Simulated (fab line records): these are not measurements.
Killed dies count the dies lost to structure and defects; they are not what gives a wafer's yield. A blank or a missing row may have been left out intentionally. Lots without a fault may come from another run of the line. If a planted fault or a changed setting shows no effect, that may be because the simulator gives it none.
8D (eight disciplines) problem report, filled in by code ; flow gf180mcu ; the parts of the form that need people (team, actions taken, sign-off) are left out

1. PROBLEM STATEMENT
Mean of biasW at GF_STI_ETCH_13: 175.1 W across 6 wafers in 2 lots; on wafers with no fault it is 200.1 W (standard deviation 0.57). Measured from the usual mean, that is -44 standard deviations.
The step: etches the open film in CHF3/O2, stops on Si, target depth 282.31 nm, time 112.9 s.
The first sign was on wafer L103.3 at day 4 14:47, on rieDiel-04. Wafers with a number at this step in the record: 18, from 6 lots. Rule for "out" (also "out of limits"): further than 4 standard deviations from the usual mean. The other wafers with a number count as sound.

2. WHAT IT IS; WHAT IT IS NOT
question;is;is not
which readings at this step;biasW;chamberPressureMTorr, drypumpMotorCurrentA, oesProductAu, throttleValvePct
which lots;L103, L106;L104, L110, L114, L999
which wafers of those lots;all that have a number;-
read on which tools;rieDiel-04;rieDiel-02, rieDiel-03
when;from day 4 14:47;"up to then (3 sound wafers); but 9 sound wafers of L104, L110, L114 came after"

3. SUSPECTS, AND WHAT RULES EACH OUT
Counting: a tool at any process step up to the reading remains a suspect when it ran all the lots that are out and ran no sound lot after the first of those.
- rieDiel-04 at GF_STI_ETCH_13 (etches the open film in CHF3/O2, stops on Si, target depth 282.31 nm, time 112.9 s): kept. It ran every lot that is out, first L103 (day 4 14:47), and no sound lot after that. Its own readings are out on those wafers: biasW.
The count leaves rieDiel-04 at GF_STI_ETCH_13.

4. THE CAUSE (what the simulator had put in)
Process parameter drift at GF_STI_ETCH_13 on rieDiel-04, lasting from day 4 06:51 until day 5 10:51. A move of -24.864 in setting biasW, from 200. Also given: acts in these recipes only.
This tool alone remained once counting was done.

5. THE EFFECT CHAIN, in route order
Each row: a reading where the mean over the struck wafers with a number is more than 3 standard deviations away from the usual. Scope: only readings with a usual standard deviation given in the record; hours: median across lots of the time from each lot's start at the first step in this table that gives one to its start at this step; sigmas: change in usual standard deviations.
hours;step;reading;usual;on struck wafers;change;sigmas
0;GF_STI_ETCH_13;biasW;200.1 W;175.1;-25.0;-44
It contains these process steps:
- GF_STI_ETCH_13: etches the open film in CHF3/O2, stops on Si, target depth 282.31 nm, time 112.9 s.

6. WHAT WOULD HAVE CAUGHT IT SOONER
First out-of-limits reading in this record: day 4 14:47, which is 8 hours after fault onset at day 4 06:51.
